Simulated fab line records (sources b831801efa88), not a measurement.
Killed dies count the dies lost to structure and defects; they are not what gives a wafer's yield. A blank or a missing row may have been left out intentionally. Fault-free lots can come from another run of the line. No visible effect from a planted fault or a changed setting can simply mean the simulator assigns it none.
The tool behind it: which one?	flow sky130	7 lots, 21 wafers sampled, at 2 steps of a route of 708

WHAT THE GAUGES SHOWED, per wafer
SKY_NWELL_RS_MEAS_29: measures by four-point-probe.
lot	measured	on	NWELL_RS (ohm/sq)
L392	day 5 13:07	film-metro-03	627.2 628.9 628.3
L395	day 6 03:27	film-metro-01	625.0 623.7 625.0
L399	day 7 11:25	film-metro-01	624.6 625.7 626.2
L401	day 7 18:33	film-metro-03	627.5 627.5 626.3
L402	day 8 06:05	film-metro-01	622.9 624.1 622.6
L411	day 11 00:16	film-metro-03	651.6 652.4 652.8 651.4 652.7 652.4
L413	day 11 04:16	film-metro-01	650.5 651.6 651.2 649.0 650.8 651.3

WHICH TOOL RAN EACH LOT (tool, then ch and the chambers of the sampled wafers, then the start)
lot	SKY_NWELL_IMPLANT_13
L392	implanter-01 ch 0, day 4 19:27
L395	implanter-04 ch 0, day 5 09:50
L399	implanter-01 ch 0, day 6 16:07
L401	implanter-01 ch 0, day 6 22:46
L402	implanter-01 ch 0, day 7 09:25
L411	implanter-02, day 10 00:51
L413	implanter-04, day 10 04:32
- SKY_NWELL_IMPLANT_13

THE ANSWER, worked out from the rows above alone
Rule: usual is defined by the lots themselves. Put in order of their means at a reading, lots are off if they are a third of the lots or fewer, leave a main group of 4 or more, and stand apart from it by a gap of 3 or more times the standard deviation of the main group's means; of several such gaps the widest counts. The tables above print the reading to a certain number of digits; a main group whose means all agree to those digits is not used. Also off: a lot with no number at a reading for which 4 or more lots have one. All remaining lots with rows at the step are treated as sound.
Off: L411, L413, seen at SKY_NWELL_RS_MEAS_29 (NWELL_RS). The main group: mean 625.7 ohm/sq, standard deviation 1.8.
If a tool, at a process step before that reading, ran all the lots that are off and no sound lot after the first of them, it fits. Gauges at SKY_NWELL_RS_MEAS_29: tried the same way as those tools. None of those tried fits.

WHAT THE SIMULATOR HAD PUT IN
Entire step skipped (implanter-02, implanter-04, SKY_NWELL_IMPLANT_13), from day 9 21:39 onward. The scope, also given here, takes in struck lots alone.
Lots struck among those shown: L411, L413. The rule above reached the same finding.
